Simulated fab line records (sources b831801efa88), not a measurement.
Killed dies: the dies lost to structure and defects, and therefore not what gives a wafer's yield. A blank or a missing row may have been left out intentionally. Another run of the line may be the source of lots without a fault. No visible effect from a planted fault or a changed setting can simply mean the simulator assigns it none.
The tool behind it: which one? -- flow sky130 -- Sampling: 13 lots, 39 wafers, 2 of 708 route steps

== WHAT THE GAUGES READ, wafer by wafer ==
SKY_LOCAL_INTERCONNECT_CD_MEAS_11: the cd target is 170 nm.
lot,measured,on,cd nm (nm)
L334,day 30 13:19,cd sem-02,170.4 169.4 170.4
L335,day 30 19:25,cd sem-01,168.4 169.4 169.3
L336,day 30 23:30,cd sem-01,170.1 169.9 168.6
L337,day 31 16:25,cd sem-02,168.0 166.6 167.6
L338,day 32 02:23,cd sem-02,169.1 170.5 170.9
L341,day 32 23:45,cd sem-02,170.0 171.0 169.2
L342,day 33 11:01,cd sem-02,169.8 170.7 168.7
L343,day 33 20:31,cd sem-01,168.3 169.8 168.0
L345,day 34 08:40,cd sem-02,170.0 169.3 68.9 169.9 169.5 69.3
L348,day 35 10:42,cd sem-01,170.7 171.2 171.7
L352,day 36 18:29,cd sem-02,170.9 170.1 170.3
L354,day 36 20:31,cd sem-01,167.2 168.7 167.3
L355,day 37 09:15,cd sem-02,169.2 170.4 168.9

== WHICH TOOL RAN EACH LOT (tool, then ch and the chambers of the sampled wafers, then the start) ==
lot,SKY_LOCAL_INTERCONNECT_EXPOSE_08
L334,"krf scanner-01 ch 0, day 29 23:06"
L335,"krf scanner-01 ch 0, day 30 05:52"
L336,"krf scanner-01 ch 0, day 30 10:12"
L337,"krf scanner-01 ch 0, day 31 02:25"
L338,"krf scanner-01 ch 0, day 31 12:55"
L341,"krf scanner-02 ch 0, day 32 10:01"
L342,"krf scanner-01 ch 0, day 32 22:42"
L343,"krf scanner-02 ch 0, day 33 07:17"
L345,"krf scanner-01 ch 0, day 33 20:10"
L348,"krf scanner-02 ch 0, day 34 22:13"
L352,"krf scanner-02 ch 0, day 36 06:05"
L354,"krf scanner-02 ch 0, day 36 08:24"
L355,"krf scanner-02 ch 0, day 36 20:21"
- SKY_LOCAL_INTERCONNECT_EXPOSE_08: exposes mask LI1M, target cd 170 nm.

== WHAT THE TOOLS THEMSELVES READ (means of the sampled wafers that have a number; where no wafer has one, the mark that the record gives instead) ==
SKY_LOCAL_INTERCONNECT_EXPOSE_08.
lot,tool,reticle temp C (C)
L334,krf scanner-01,22.91
L335,krf scanner-01,22.93
L336,krf scanner-01,23.03
L337,krf scanner-01,23.09
L338,krf scanner-01,22.90
L341,krf scanner-02,23.02
L342,krf scanner-01,22.96
L343,krf scanner-02,22.91
L345,krf scanner-01,23.06
L348,krf scanner-02,22.96
L352,krf scanner-02,22.87
L354,krf scanner-02,22.99
L355,krf scanner-02,22.86

== THE ANSWER, worked out from the rows above alone ==
Rule: the usual values come from the lots themselves. Put in order of their means at a reading, lots are off if they are a third of the lots or fewer, leave a main group of 4 or more, and stand apart from it by a gap of 3 or more times the standard deviation of the main group's means; of several such gaps the widest counts. Not used: any main group whose means are identical at the precision the tables above print for the reading. A lot without any number at a reading at which 4 lots or more have one is off too. Any other lot the step has rows for is counted as sound. After the gauges, taken in route order, come the tools' own readings; for these a lot's mean is taken, as printed above. At the first step where some lot is off, the reading lying furthest off is the one used; lots without a number count as furthest.
Off: L345, at SKY_LOCAL_INTERCONNECT_CD_MEAS_11 (cd nm). The main group has a mean of 169.5 nm with a standard deviation of 1.1.
A tool fits if, at a process step before that reading, it ran every lot that is off, and no sound lot after the first of them. Those tools and the gauges at SKY_LOCAL_INTERCONNECT_CD_MEAS_11 are tried in the same way. One fits: SKY_LOCAL_INTERCONNECT_EXPOSE_08 on krf scanner-01. A fault onset in the window from L342 (day 32 22:42, its last sound lot) to L345 (day 33 20:10, its first lot off) fits.

== WHAT THE SIMULATOR HAD PUT IN ==
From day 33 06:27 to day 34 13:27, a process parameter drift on krf scanner-01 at SKY_LOCAL_INTERCONNECT_EXPOSE_08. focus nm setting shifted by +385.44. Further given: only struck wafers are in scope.
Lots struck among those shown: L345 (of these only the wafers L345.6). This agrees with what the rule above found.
